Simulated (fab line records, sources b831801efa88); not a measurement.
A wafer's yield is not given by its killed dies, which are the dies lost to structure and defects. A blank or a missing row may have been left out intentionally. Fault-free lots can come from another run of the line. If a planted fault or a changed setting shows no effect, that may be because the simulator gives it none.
fab line records :: flow gf180mcu :: part 2 of 2: steps 22 to 31 of 31
record
  lots=5
  wafers=15
  last_day=34
route steps=602 shown MIM@519 M5@526 V5@540
lots untouched by any fault: they come from a run of this same line in which no faults occurred
start_h: start of the lot's first displayed wafer, in hours after the record's first day :: wait_h: time in hours since the lot's previous step :: " the same as in the row above :: L1.1+2: one row covering several wafers at once :: - either no value or no given start :: * or withheld: withheld :: < > ~ a bound
route shown NAME@n: a module of which the file shows steps, and the number in the route of the first :: usual: the fault-free wafers' mean and standard deviation :: same: alike in all rows :: chamber/n: place in a boat :: sites: each site's reading :: _std_site: the standard deviation of these :: _edge_site: mean of outer sites minus mean of inner sites :: radius_mm: for every site, how far away it sits from the centre of the wafer :: mask NAME#n: copy n :: behind: the last tool/chamber to shape the wafer :: hold: why the lot was held/for how many hours/how that ended :: device: the transistor (n, p or np) that didn't switch :: end of line: at the end of the route, the tests of the same wafers :: a step with no rows: only its recipe :: killed: the dies lost at the first sort to structure and to defects; this is not the yield of the wafer :: map: the dies of a wafer, with x for killed, . for not killed, _ for no die there
set.NAME: the setting as run; set.NAME@STEP: as run at that earlier step :: model.NAME: the simulator's own value behind a step, which no gauge read
certain route steps with their lots: each step a table, each wafer a row
services: a tool's chamber out of use, with start hour (start_h, from the record's first day; less than 0 if before it), hours out, and reason
## steps
# step GF_V5_CVD_00
# recipe
  material=SiO2
  target_thk_nm=300
  sigma_open_frac=0.3
  temp_c=400
  time_s=50
  sih4_flow_sccm=60
  pressure_mtorr=6
# usual
  susceptor_temp_C=400.00/0.18
lot.wafer: L078.1
tool: hdpcvd-02
chamber: 1
start_h: 635.05
wait_h: 0.0
susceptor_temp_C: 400.11

lot.wafer: L078.4
tool: hdpcvd-02
chamber: 2
start_h: 635.05
wait_h: 0.0
susceptor_temp_C: 399.80

lot.wafer: L078.5
tool: hdpcvd-02
chamber: 1
start_h: 635.05
wait_h: 0.0
susceptor_temp_C: 400.30

lot.wafer: L080.1
tool: hdpcvd-02
chamber: 0
start_h: 653.83
wait_h: 0.0
susceptor_temp_C: 399.76

lot.wafer: L080.2
tool: hdpcvd-02
chamber: 1
start_h: 653.83
wait_h: 0.0
susceptor_temp_C: 399.96

lot.wafer: L080.3
tool: hdpcvd-02
chamber: 2
start_h: 653.83
wait_h: 0.0
susceptor_temp_C: 399.85

lot.wafer: L082.3
tool: hdpcvd-02
chamber: 1
start_h: 668.50
wait_h: 0.0
susceptor_temp_C: 400.01

lot.wafer: L082.4
tool: hdpcvd-02
chamber: 2
start_h: 668.50
wait_h: 0.0
susceptor_temp_C: 400.25

lot.wafer: L082.5
tool: hdpcvd-02
chamber: 0
start_h: 668.50
wait_h: 0.0
susceptor_temp_C: 399.99

lot.wafer: L084.1
tool: hdpcvd-01
chamber: 1
start_h: 682.96
wait_h: 0.0
susceptor_temp_C: 400.01

lot.wafer: L084.2
tool: hdpcvd-01
chamber: 2
start_h: 682.96
wait_h: 0.0
susceptor_temp_C: 399.83

lot.wafer: L084.3
tool: hdpcvd-01
chamber: 0
start_h: 682.96
wait_h: 0.0
susceptor_temp_C: 399.86

lot.wafer: L095.2
tool: hdpcvd-01
chamber: 2
start_h: 753.40
wait_h: 0.0
susceptor_temp_C: 399.91

lot.wafer: L095.3
tool: hdpcvd-01
chamber: 1
start_h: 753.40
wait_h: 0.0
susceptor_temp_C: 400.05

lot.wafer: L095.4
tool: hdpcvd-01
chamber: 1
start_h: 753.40
wait_h: 0.0
susceptor_temp_C: 399.77
# step GF_V5_THK_MEAS_01
# recipe
  reads=SiO2_of_V5_CVD_00
# usual
  V5_CVD_00_THK=302/4.2
lot.wafer: L078.1
tool: film_metro-03
chamber: -
start_h: 635.10
wait_h: 0.0
V5_CVD_00_THK[nm]: 300

lot.wafer: L078.4
tool: film_metro-03
chamber: -
start_h: 635.10
wait_h: 0.0
V5_CVD_00_THK[nm]: 295

lot.wafer: L078.5
tool: film_metro-03
chamber: -
start_h: 635.10
wait_h: 0.0
V5_CVD_00_THK[nm]: 301

lot.wafer: L080.1
tool: film_metro-02
chamber: -
start_h: 653.88
wait_h: 0.0
V5_CVD_00_THK[nm]: 297

lot.wafer: L080.2
tool: film_metro-02
chamber: -
start_h: 653.88
wait_h: 0.0
V5_CVD_00_THK[nm]: 303

lot.wafer: L080.3
tool: film_metro-02
chamber: -
start_h: 653.88
wait_h: 0.0
V5_CVD_00_THK[nm]: 299

lot.wafer: L082.3
tool: film_metro-02
chamber: -
start_h: 668.57
wait_h: 0.0
V5_CVD_00_THK[nm]: 302

lot.wafer: L082.4
tool: film_metro-02
chamber: -
start_h: 668.57
wait_h: 0.0
V5_CVD_00_THK[nm]: 299

lot.wafer: L082.5
tool: film_metro-02
chamber: -
start_h: 668.57
wait_h: 0.0
V5_CVD_00_THK[nm]: 299

lot.wafer: L084.1
tool: film_metro-01
chamber: -
start_h: 683.01
wait_h: 0.0
V5_CVD_00_THK[nm]: 301

lot.wafer: L084.2
tool: film_metro-01
chamber: -
start_h: 683.01
wait_h: 0.0
V5_CVD_00_THK[nm]: 301

lot.wafer: L084.3
tool: film_metro-01
chamber: -
start_h: 683.01
wait_h: 0.0
V5_CVD_00_THK[nm]: 300

lot.wafer: L095.2
tool: film_metro-02
chamber: -
start_h: 753.46
wait_h: 0.0
V5_CVD_00_THK[nm]: 303

lot.wafer: L095.3
tool: film_metro-02
chamber: -
start_h: 753.46
wait_h: 0.0
V5_CVD_00_THK[nm]: 303

lot.wafer: L095.4
tool: film_metro-02
chamber: -
start_h: 753.46
wait_h: 0.0
V5_CVD_00_THK[nm]: 300
# step GF_V5_CVD_02
# recipe
  material=SiO2
  target_thk_nm=1450
  precursor=TEOS
  temp_c=400
  time_s=163.28
  rf_w=600
# usual
  heater_power_w=659/92
  susceptor_temp_C=400.02/0.22
lot.wafer: L078.1
tool: pecvd-02
chamber: 0
start_h: 635.16
wait_h: 0.1
heater_power_w: 630
susceptor_temp_C: 399.95

lot.wafer: L078.4
tool: pecvd-02
chamber: 2
start_h: 635.16
wait_h: 0.1
heater_power_w: 603
susceptor_temp_C: 400.15

lot.wafer: L078.5
tool: pecvd-02
chamber: 1
start_h: 635.16
wait_h: 0.1
heater_power_w: 875
susceptor_temp_C: 400.31

lot.wafer: L080.1
tool: pecvd-02
chamber: 2
start_h: 653.94
wait_h: 0.1
heater_power_w: 690
susceptor_temp_C: 400.27

lot.wafer: L080.2
tool: pecvd-02
chamber: 1
start_h: 653.94
wait_h: 0.1
heater_power_w: 855
susceptor_temp_C: 399.64

lot.wafer: L080.3
tool: pecvd-02
chamber: 2
start_h: 653.94
wait_h: 0.1
heater_power_w: 774
susceptor_temp_C: 400.26

lot.wafer: L082.3
tool: pecvd-02
chamber: 2
start_h: 668.61
wait_h: 0.0
heater_power_w: 677
susceptor_temp_C: 400.21

lot.wafer: L082.4
tool: pecvd-02
chamber: 0
start_h: 668.61
wait_h: 0.0
heater_power_w: 555
susceptor_temp_C: 399.86

lot.wafer: L082.5
tool: pecvd-02
chamber: 1
start_h: 668.61
wait_h: 0.0
heater_power_w: 689
susceptor_temp_C: 399.58

lot.wafer: L084.1
tool: pecvd-02
chamber: 2
start_h: 683.07
wait_h: 0.1
heater_power_w: 727
susceptor_temp_C: 400.09

lot.wafer: L084.2
tool: pecvd-02
chamber: 1
start_h: 683.07
wait_h: 0.1
heater_power_w: 842
susceptor_temp_C: 399.92

lot.wafer: L084.3
tool: pecvd-02
chamber: 0
start_h: 683.07
wait_h: 0.1
heater_power_w: 693
susceptor_temp_C: 399.99

lot.wafer: L095.2
tool: pecvd-01
chamber: 0
start_h: 753.51
wait_h: 0.0
heater_power_w: 612
susceptor_temp_C: 399.67

lot.wafer: L095.3
tool: pecvd-01
chamber: 1
start_h: 753.51
wait_h: 0.0
heater_power_w: 644
susceptor_temp_C: 399.93

lot.wafer: L095.4
tool: pecvd-01
chamber: 2
start_h: 753.51
wait_h: 0.0
heater_power_w: 743
susceptor_temp_C: 399.86
# step GF_V5_THK_MEAS_03
# recipe
  reads=SiO2_of_V5_CVD_02
# usual
  V5_CVD_02_THK=1452/22
lot.wafer: L078.1
tool: film_metro-03
chamber: -
start_h: 635.27
wait_h: 0.1
V5_CVD_02_THK[nm]: 1461

lot.wafer: L078.4
tool: film_metro-03
chamber: -
start_h: 635.27
wait_h: 0.1
V5_CVD_02_THK[nm]: 1489

lot.wafer: L078.5
tool: film_metro-03
chamber: -
start_h: 635.27
wait_h: 0.1
V5_CVD_02_THK[nm]: 1475

lot.wafer: L080.1
tool: film_metro-01
chamber: -
start_h: 654.10
wait_h: 0.1
V5_CVD_02_THK[nm]: 1427

lot.wafer: L080.2
tool: film_metro-01
chamber: -
start_h: 654.10
wait_h: 0.1
V5_CVD_02_THK[nm]: 1437

lot.wafer: L080.3
tool: film_metro-01
chamber: -
start_h: 654.10
wait_h: 0.1
V5_CVD_02_THK[nm]: 1455

lot.wafer: L082.3
tool: film_metro-03
chamber: -
start_h: 668.74
wait_h: 0.1
V5_CVD_02_THK[nm]: 1434

lot.wafer: L082.4
tool: film_metro-03
chamber: -
start_h: 668.74
wait_h: 0.1
V5_CVD_02_THK[nm]: 1482

lot.wafer: L082.5
tool: film_metro-03
chamber: -
start_h: 668.74
wait_h: 0.1
V5_CVD_02_THK[nm]: 1460

lot.wafer: L084.1
tool: film_metro-01
chamber: -
start_h: 683.17
wait_h: 0.1
V5_CVD_02_THK[nm]: 1410

lot.wafer: L084.2
tool: film_metro-01
chamber: -
start_h: 683.17
wait_h: 0.1
V5_CVD_02_THK[nm]: 1433

lot.wafer: L084.3
tool: film_metro-01
chamber: -
start_h: 683.17
wait_h: 0.1
V5_CVD_02_THK[nm]: 1445

lot.wafer: L095.2
tool: film_metro-01
chamber: -
start_h: 753.63
wait_h: 0.1
V5_CVD_02_THK[nm]: 1412

lot.wafer: L095.3
tool: film_metro-01
chamber: -
start_h: 753.63
wait_h: 0.1
V5_CVD_02_THK[nm]: 1413

lot.wafer: L095.4
tool: film_metro-01
chamber: -
start_h: 753.63
wait_h: 0.1
V5_CVD_02_THK[nm]: 1453
# step GF_V5_CMP_04
# recipe
  material=SiO2
  down_force_psi=4
  platen_rpm=60
  pad_velocity_m_s=0.94248
# usual
  motor_current_A=12.1/0.86
  slurry_flow_ml_min=150.0/0.45
lot.wafer: L078.1
tool: cmp-02
chamber: 3
start_h: 635.38
wait_h: 0.1
motor_current_A: 12.2
slurry_flow_ml_min: 149.8

lot.wafer: L078.4
tool: cmp-02
chamber: 0
start_h: 635.38
wait_h: 0.1
motor_current_A: 13.5
slurry_flow_ml_min: 150.1

lot.wafer: L078.5
tool: cmp-02
chamber: 3
start_h: 635.38
wait_h: 0.1
motor_current_A: 12.2
slurry_flow_ml_min: 150.4

lot.wafer: L080.1
tool: cmp-01
chamber: 0
start_h: 654.45
wait_h: 0.3
motor_current_A: 12.5
slurry_flow_ml_min: 149.5

lot.wafer: L080.3
tool: cmp-01
chamber: 1
start_h: 654.45
wait_h: 0.3
motor_current_A: 11.2
slurry_flow_ml_min: 150.2

lot.wafer: L080.2
tool: cmp-01
chamber: 2
start_h: 654.45
wait_h: 0.3
motor_current_A: 11.9
slurry_flow_ml_min: 150.1

lot.wafer: L082.3
tool: cmp-02
chamber: 2
start_h: 668.99
wait_h: 0.2
motor_current_A: 10.9
slurry_flow_ml_min: 150.6

lot.wafer: L082.4
tool: cmp-02
chamber: 1
start_h: 668.99
wait_h: 0.2
motor_current_A: 11.9
slurry_flow_ml_min: 149.8

lot.wafer: L082.5
tool: cmp-02
chamber: 3
start_h: 668.99
wait_h: 0.2
motor_current_A: 11.7
slurry_flow_ml_min: 150.8

lot.wafer: L084.1
tool: cmp-02
chamber: 1
start_h: 683.38
wait_h: 0.2
motor_current_A: 12.3
slurry_flow_ml_min: 149.3

lot.wafer: L084.3
tool: cmp-02
chamber: 3
start_h: 683.38
wait_h: 0.2
motor_current_A: 11.8
slurry_flow_ml_min: 150.4

lot.wafer: L084.2
tool: cmp-02
chamber: 0
start_h: 683.38
wait_h: 0.2
motor_current_A: 13.5
slurry_flow_ml_min: 150.1

lot.wafer: L095.4
tool: cmp-01
chamber: 3
start_h: 753.68
wait_h: 0.0
motor_current_A: 12.6
slurry_flow_ml_min: 149.7

lot.wafer: L095.2
tool: cmp-01
chamber: 0
start_h: 753.68
wait_h: 0.0
motor_current_A: 12.2
slurry_flow_ml_min: 149.6

lot.wafer: L095.3
tool: cmp-01
chamber: 2
start_h: 753.68
wait_h: 0.0
motor_current_A: 11.7
slurry_flow_ml_min: 149.0
# step GF_V5_BOW_MEAS_05
# recipe
  mode=bow
# usual
  V5_BOW=134/11
lot.wafer: L078.1
tool: film_metro-01
chamber: -
start_h: 635.63
wait_h: 0.2
V5_BOW[um]: 132

lot.wafer: L078.4
tool: film_metro-01
chamber: -
start_h: 635.63
wait_h: 0.2
V5_BOW[um]: 126

lot.wafer: L078.5
tool: film_metro-01
chamber: -
start_h: 635.63
wait_h: 0.2
V5_BOW[um]: 125

lot.wafer: L080.1
tool: film_metro-03
chamber: -
start_h: 654.70
wait_h: 0.2
V5_BOW[um]: 137

lot.wafer: L080.2
tool: film_metro-03
chamber: -
start_h: 654.70
wait_h: 0.2
V5_BOW[um]: 128

lot.wafer: L080.3
tool: film_metro-03
chamber: -
start_h: 654.70
wait_h: 0.2
V5_BOW[um]: 143

lot.wafer: L082.3
tool: film_metro-02
chamber: -
start_h: 669.33
wait_h: 0.3
V5_BOW[um]: 113

lot.wafer: L082.4
tool: film_metro-02
chamber: -
start_h: 669.33
wait_h: 0.3
V5_BOW[um]: 103

lot.wafer: L082.5
tool: film_metro-02
chamber: -
start_h: 669.33
wait_h: 0.3
V5_BOW[um]: 113

lot.wafer: L084.1
tool: film_metro-02
chamber: -
start_h: 683.68
wait_h: 0.2
V5_BOW[um]: 141

lot.wafer: L084.2
tool: film_metro-02
chamber: -
start_h: 683.68
wait_h: 0.2
V5_BOW[um]: 148

lot.wafer: L084.3
tool: film_metro-02
chamber: -
start_h: 683.68
wait_h: 0.2
V5_BOW[um]: 134

lot.wafer: L095.2
tool: film_metro-03
chamber: -
start_h: 754.00
wait_h: 0.2
V5_BOW[um]: 125

lot.wafer: L095.3
tool: film_metro-03
chamber: -
start_h: 754.00
wait_h: 0.2
V5_BOW[um]: 124

lot.wafer: L095.4
tool: film_metro-03
chamber: -
start_h: 754.00
wait_h: 0.2
V5_BOW[um]: 111
# step GF_V5_DEHYDRATE_06
# recipe
  temp_c=200
  time_s=60
# usual
  exhaust_pa=44.9/0.83
lot.wafer: L078.1
tool: litho_track-03
chamber: 0
start_h: 645.06
wait_h: 9.4
exhaust_pa: 46.2

lot.wafer: L078.4
tool: litho_track-03
chamber: 0
start_h: 645.06
wait_h: 9.4
exhaust_pa: 45.2

lot.wafer: L078.5
tool: litho_track-03
chamber: 0
start_h: 645.06
wait_h: 9.4
exhaust_pa: 45.2

lot.wafer: L080.1
tool: litho_track-04
chamber: 0
start_h: 663.47
wait_h: 8.8
exhaust_pa: 44.8

lot.wafer: L080.2
tool: litho_track-04
chamber: 0
start_h: 663.47
wait_h: 8.8
exhaust_pa: 45.5

lot.wafer: L080.3
tool: litho_track-04
chamber: 0
start_h: 663.47
wait_h: 8.8
exhaust_pa: 44.7

lot.wafer: L082.3
tool: litho_track-04
chamber: 0
start_h: 678.27
wait_h: 8.9
exhaust_pa: 45.9

lot.wafer: L082.4
tool: litho_track-04
chamber: 0
start_h: 678.27
wait_h: 8.9
exhaust_pa: 43.9

lot.wafer: L082.5
tool: litho_track-04
chamber: 0
start_h: 678.27
wait_h: 8.9
exhaust_pa: 45.3

lot.wafer: L084.1
tool: litho_track-04
chamber: 0
start_h: 692.67
wait_h: 9.0
exhaust_pa: 45.5

lot.wafer: L084.2
tool: litho_track-04
chamber: 0
start_h: 692.67
wait_h: 9.0
exhaust_pa: 45.2

lot.wafer: L084.3
tool: litho_track-04
chamber: 0
start_h: 692.67
wait_h: 9.0
exhaust_pa: 44.5

lot.wafer: L095.2
tool: litho_track-02
chamber: 0
start_h: 761.29
wait_h: 7.3
exhaust_pa: 44.8

lot.wafer: L095.3
tool: litho_track-02
chamber: 0
start_h: 761.29
wait_h: 7.3
exhaust_pa: 46.2

lot.wafer: L095.4
tool: litho_track-02
chamber: 0
start_h: 761.29
wait_h: 7.3
exhaust_pa: 45.4
# step GF_V5_HMDS_07
# recipe
  prime_time_s=60
  prime_temp_c=120
# usual
  exhaust_pa=44.9/0.82
lot.wafer: L078.1
tool: litho_track-03
chamber: 0
start_h: 645.21
wait_h: 0.1
exhaust_pa: 44.0

lot.wafer: L078.4
tool: litho_track-03
chamber: 0
start_h: 645.21
wait_h: 0.1
exhaust_pa: 45.3

lot.wafer: L078.5
tool: litho_track-03
chamber: 0
start_h: 645.21
wait_h: 0.1
exhaust_pa: 45.4

lot.wafer: L080.1
tool: litho_track-04
chamber: 0
start_h: 663.62
wait_h: 0.1
exhaust_pa: 45.1

lot.wafer: L080.2
tool: litho_track-04
chamber: 0
start_h: 663.62
wait_h: 0.1
exhaust_pa: 44.4

lot.wafer: L080.3
tool: litho_track-04
chamber: 0
start_h: 663.62
wait_h: 0.1
exhaust_pa: 45.3

lot.wafer: L082.3
tool: litho_track-04
chamber: 0
start_h: 678.42
wait_h: 0.1
exhaust_pa: 45.9

lot.wafer: L082.4
tool: litho_track-04
chamber: 0
start_h: 678.42
wait_h: 0.1
exhaust_pa: 45.2

lot.wafer: L082.5
tool: litho_track-04
chamber: 0
start_h: 678.42
wait_h: 0.1
exhaust_pa: 44.1

lot.wafer: L084.1
tool: litho_track-04
chamber: 0
start_h: 692.82
wait_h: 0.1
exhaust_pa: 45.2

lot.wafer: L084.2
tool: litho_track-04
chamber: 0
start_h: 692.82
wait_h: 0.1
exhaust_pa: 45.0

lot.wafer: L084.3
tool: litho_track-04
chamber: 0
start_h: 692.82
wait_h: 0.1
exhaust_pa: 46.3

lot.wafer: L095.2
tool: litho_track-02
chamber: 0
start_h: 761.44
wait_h: 0.1
exhaust_pa: 43.1

lot.wafer: L095.3
tool: litho_track-02
chamber: 0
start_h: 761.44
wait_h: 0.1
exhaust_pa: 43.9

lot.wafer: L095.4
tool: litho_track-02
chamber: 0
start_h: 761.44
wait_h: 0.1
exhaust_pa: 44.5
# step GF_V5_COAT_08
# recipe
  resist=BARC
  temp_c=withheld
  time_s=withheld
  spin_rpm=withheld
  resist_thk_nm=withheld
# usual
  dispense_pressure_kPa=48/3.7
  exhaust_pa=45.0/0.85
lot.wafer: L078.1
tool: litho_track-03
chamber: 0
start_h: 645.36
wait_h: 0.1
dispense_pressure_kPa: 48
exhaust_pa: 44.9

lot.wafer: L078.4
tool: litho_track-03
chamber: 0
start_h: 645.36
wait_h: 0.1
dispense_pressure_kPa: 48
exhaust_pa: 45.1

lot.wafer: L078.5
tool: litho_track-03
chamber: 0
start_h: 645.36
wait_h: 0.1
dispense_pressure_kPa: 48
exhaust_pa: 45.3

lot.wafer: L080.1
tool: litho_track-04
chamber: 0
start_h: 663.77
wait_h: 0.1
dispense_pressure_kPa: 52
exhaust_pa: 44.6

lot.wafer: L080.2
tool: litho_track-04
chamber: 0
start_h: 663.77
wait_h: 0.1
dispense_pressure_kPa: 52
exhaust_pa: 44.8

lot.wafer: L080.3
tool: litho_track-04
chamber: 0
start_h: 663.77
wait_h: 0.1
dispense_pressure_kPa: 52
exhaust_pa: 44.3

lot.wafer: L082.3
tool: litho_track-04
chamber: 0
start_h: 678.57
wait_h: 0.1
dispense_pressure_kPa: 52
exhaust_pa: 44.0

lot.wafer: L082.4
tool: litho_track-04
chamber: 0
start_h: 678.57
wait_h: 0.1
dispense_pressure_kPa: 52
exhaust_pa: 46.3

lot.wafer: L082.5
tool: litho_track-04
chamber: 0
start_h: 678.57
wait_h: 0.1
dispense_pressure_kPa: 52
exhaust_pa: 45.3

lot.wafer: L084.1
tool: litho_track-04
chamber: 0
start_h: 692.97
wait_h: 0.1
dispense_pressure_kPa: 52
exhaust_pa: 44.4

lot.wafer: L084.2
tool: litho_track-04
chamber: 0
start_h: 692.97
wait_h: 0.1
dispense_pressure_kPa: 52
exhaust_pa: 45.9

lot.wafer: L084.3
tool: litho_track-04
chamber: 0
start_h: 692.97
wait_h: 0.1
dispense_pressure_kPa: 52
exhaust_pa: 44.7

lot.wafer: L095.2
tool: litho_track-02
chamber: 0
start_h: 761.59
wait_h: 0.1
dispense_pressure_kPa: 43
exhaust_pa: 44.1

lot.wafer: L095.3
tool: litho_track-02
chamber: 0
start_h: 761.59
wait_h: 0.1
dispense_pressure_kPa: 43
exhaust_pa: 44.7

lot.wafer: L095.4
tool: litho_track-02
chamber: 0
start_h: 761.59
wait_h: 0.1
dispense_pressure_kPa: 43
exhaust_pa: 45.5
# step GF_V5_COAT_09
# recipe
  resist=KrF
  spin_rpm=withheld
  resist_thk_nm=1000
# usual
  dispense_pressure_kPa=48/3.7
  exhaust_pa=44.9/0.8
lot.wafer: L078.1
tool: litho_track-03
chamber: 0
start_h: -
wait_h: -
dispense_pressure_kPa: 48
exhaust_pa: 43.9

lot.wafer: L078.4
tool: litho_track-03
chamber: 0
start_h: -
wait_h: -
dispense_pressure_kPa: 48
exhaust_pa: 44.7

lot.wafer: L078.5
tool: litho_track-03
chamber: 0
start_h: -
wait_h: -
dispense_pressure_kPa: 48
exhaust_pa: 44.1

lot.wafer: L080.1
tool: litho_track-04
chamber: 0
start_h: -
wait_h: -
dispense_pressure_kPa: 52
exhaust_pa: 44.3

lot.wafer: L080.2
tool: litho_track-04
chamber: 0
start_h: -
wait_h: -
dispense_pressure_kPa: 52
exhaust_pa: 44.7

lot.wafer: L080.3
tool: litho_track-04
chamber: 0
start_h: -
wait_h: -
dispense_pressure_kPa: 52
exhaust_pa: 44.3

lot.wafer: L082.3
tool: litho_track-04
chamber: 0
start_h: -
wait_h: -
dispense_pressure_kPa: 52
exhaust_pa: 44.8

lot.wafer: L082.4
tool: litho_track-04
chamber: 0
start_h: -
wait_h: -
dispense_pressure_kPa: 52
exhaust_pa: 44.8

lot.wafer: L082.5
tool: litho_track-04
chamber: 0
start_h: -
wait_h: -
dispense_pressure_kPa: 52
exhaust_pa: 44.6

lot.wafer: L084.1
tool: litho_track-04
chamber: 0
start_h: -
wait_h: -
dispense_pressure_kPa: 52
exhaust_pa: 45.0

lot.wafer: L084.2
tool: litho_track-04
chamber: 0
start_h: -
wait_h: -
dispense_pressure_kPa: 52
exhaust_pa: 43.9

lot.wafer: L084.3
tool: litho_track-04
chamber: 0
start_h: -
wait_h: -
dispense_pressure_kPa: 52
exhaust_pa: 46.5

lot.wafer: L095.2
tool: litho_track-02
chamber: 0
start_h: -
wait_h: -
dispense_pressure_kPa: 43
exhaust_pa: 44.8

lot.wafer: L095.3
tool: litho_track-02
chamber: 0
start_h: -
wait_h: -
dispense_pressure_kPa: 43
exhaust_pa: 44.2

lot.wafer: L095.4
tool: litho_track-02
chamber: 0
start_h: -
wait_h: -
dispense_pressure_kPa: 43
exhaust_pa: 44.1
## services
tool: iline_stepper-02
chamber: -
start_h: 581.87
hours: 4.4
kind: pm

tool: krf_scanner-02
chamber: -
start_h: 586.19
hours: 0.8
kind: pm

tool: plasma_asher-01
chamber: -
start_h: 591.09
hours: 4.3
kind: pm

tool: pecvd-02
chamber: -
start_h: 591.12
hours: 14.0
kind: pm

tool: rie_metal-02
chamber: 1
start_h: 594.37
hours: 11.6
kind: repair

tool: pecvd-02
chamber: -
start_h: 595.75
hours: 1.4
kind: repair

tool: cmp-02
chamber: -
start_h: 597.69
hours: 1.0
kind: repair

tool: krf_scanner-01
chamber: -
start_h: 603.04
hours: 1.0
kind: pm

tool: iline_stepper-02
chamber: -
start_h: 611.50
hours: 7.1
kind: repair

tool: hdpcvd-01
chamber: 0
start_h: 616.41
hours: 6.1
kind: repair

tool: rie_metal-04
chamber: 0
start_h: 624.79
hours: 7.1
kind: repair

tool: iline_stepper-02
chamber: -
start_h: 627.63
hours: 4.7
kind: repair

tool: pecvd-02
chamber: 0
start_h: 652.63
hours: 7.7
kind: repair

tool: cmp-02
chamber: -
start_h: 653.63
hours: 4.4
kind: repair

tool: cmp-02
chamber: -
start_h: 655.81
hours: 2.4
kind: repair

tool: rie_diel-03
chamber: 1
start_h: 656.47
hours: 7.5
kind: repair

tool: pecvd-02
chamber: -
start_h: 684.45
hours: 5.5
kind: pm

tool: krf_scanner-02
chamber: -
start_h: 686.49
hours: 1.0
kind: pm

tool: hdpcvd-02
chamber: -
start_h: 687.76
hours: 3.0
kind: repair

tool: plasma_asher-03
chamber: -
start_h: 688.28
hours: 2.8
kind: pm

tool: krf_scanner-02
chamber: -
start_h: 691.97
hours: 1.3
kind: pm

tool: rie_diel-03
chamber: 2
start_h: 718.29
hours: 14.9
kind: repair

tool: cmp-02
chamber: -
start_h: 744.00
hours: 4.0
kind: pm

tool: rie_metal-01
chamber: -
start_h: 751.20
hours: 28.1
kind: pm
